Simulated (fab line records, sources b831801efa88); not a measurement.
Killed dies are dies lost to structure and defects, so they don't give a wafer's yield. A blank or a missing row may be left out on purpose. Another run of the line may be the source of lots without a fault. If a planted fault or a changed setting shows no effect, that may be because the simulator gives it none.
Which tool was responsible? -- flow sky130 -- 42 wafers from 14 lots sampled at 2 of the route's 708 steps

== WHAT THE GAUGES READ, wafer by wafer ==
SKY_VT_ADJUST_NCORE_CD_MEAS_07: target cd 380 nm.
lot,measured,on,cd_nm (nm)
L185,day 8 12:04,cd_sem-01,378.3 378.4 381.8
L186,day 8 19:03,cd_sem-02,380.8 381.1 383.4
L189,day 9 20:11,cd_sem-02,380.1 378.3 378.5
L190,day 9 23:01,cd_sem-02,374.7 377.3 376.8
L191,day 10 01:41,cd_sem-01,379.2 380.6 381.1
L192,day 10 11:43,cd_sem-01,378.9 381.0 381.8
L193,day 10 20:31,cd_sem-01,381.4 378.5 379.1
L195,day 11 11:22,cd_sem-01,379.1 379.5 379.6
L196,day 11 17:19,cd_sem-01,377.9 379.6 378.1
L198,day 12 14:34,cd_sem-02,377.6 377.2 379.1
L199,day 13 09:36,cd_sem-02,381.5 381.3 382.2
L201,day 13 10:07,cd_sem-01,382.5 381.8 382.0
L207,day 15 03:01,cd_sem-01,378.9 379.9 379.8
L208,day 15 09:22,cd_sem-02,377.2 376.9 377.0

== WHICH TOOL RAN EACH LOT (tool, then ch and the chambers of the sampled wafers, then the start) ==
lot,SKY_VT_ADJUST_LVTN_STRIP_09
L185,"plasma_asher-01 ch 0,1, day 6 19:13"
L186,"plasma_asher-04 ch 0,1, day 7 02:11"
L189,"plasma_asher-04 ch 0,1, day 8 01:04"
L190,"plasma_asher-01 ch 0,1, day 8 03:41"
L191,"plasma_asher-01 ch 0,1, day 8 07:17"
L192,"plasma_asher-04 ch 0,1, day 8 16:46"
L193,"plasma_asher-04 ch 0,1, day 9 00:46"
L195,"plasma_asher-01 ch 0,1, day 9 15:13"
L196,"plasma_asher-03 ch 0,1, day 9 20:13"
L198,"plasma_asher-04 ch 0,1, day 10 14:56"
L199,"plasma_asher-04 ch 0,1, day 11 08:29"
L201,"plasma_asher-01 ch 0,1, day 11 08:50"
L207,"plasma_asher-03 ch 0,1, day 12 22:28"
L208,"plasma_asher-03 ch 0,1, day 13 04:34"
- SKY_VT_ADJUST_LVTN_STRIP_09: strips in O2/N2.

== WHAT THE TOOLS THEMSELVES READ (means of the sampled wafers that have a number; where no wafer has one, the mark that the record gives instead) ==
SKY_VT_ADJUST_LVTN_STRIP_09.
lot,tool,drypump_motor_current_A (A),oes_product_au (a.u.),strip_time_to_endpoint_s (s)
L185,plasma_asher-01,5.5,0.723,37.12
L186,plasma_asher-04,5.8,0.723,37.02
L189,plasma_asher-04,5.8,0.720,36.94
L190,plasma_asher-01,5.5,0.724,36.90
L191,plasma_asher-01,5.5,0.726,36.95
L192,plasma_asher-04,5.8,0.723,36.83
L193,plasma_asher-04,5.8,0.726,36.84
L195,plasma_asher-01,5.5,0.723,36.99
L196,plasma_asher-03,6.3,0.723,36.91
L198,plasma_asher-04,5.8,0.718,37.02
L199,plasma_asher-04,5.8,0.722,37.11
L201,plasma_asher-01,5.3,0.720,36.99
L207,plasma_asher-03,6.0,0.721,36.82
L208,plasma_asher-03,6.0,0.725,36.80

== THE ANSWER, worked out from the rows above alone ==
Rule: usual is defined by the lots themselves. Put in order of their means at a reading, lots are off if they are a third of the lots or fewer, leave a main group of 4 or more, and stand apart from it by a gap of 3 or more times the standard deviation of the main group's means; of several such gaps the widest counts. A main group whose means are all the same, to the digits that the tables above print for the reading, isn't used. A lot without any number at a reading at which 4 lots or more have one is off too. Where the step has rows for the other lots, those lots are counted as sound. Order of review: gauges by route order, followed by the tools' own readings, for which a lot's mean as printed above is used. At the first step where some lot is off, the reading lying furthest off is the one used; lots without a number count as furthest.
None of the lots is off at any reading shown; this tells nothing.

== WHAT WAS PUT IN BY THE SIMULATOR ==
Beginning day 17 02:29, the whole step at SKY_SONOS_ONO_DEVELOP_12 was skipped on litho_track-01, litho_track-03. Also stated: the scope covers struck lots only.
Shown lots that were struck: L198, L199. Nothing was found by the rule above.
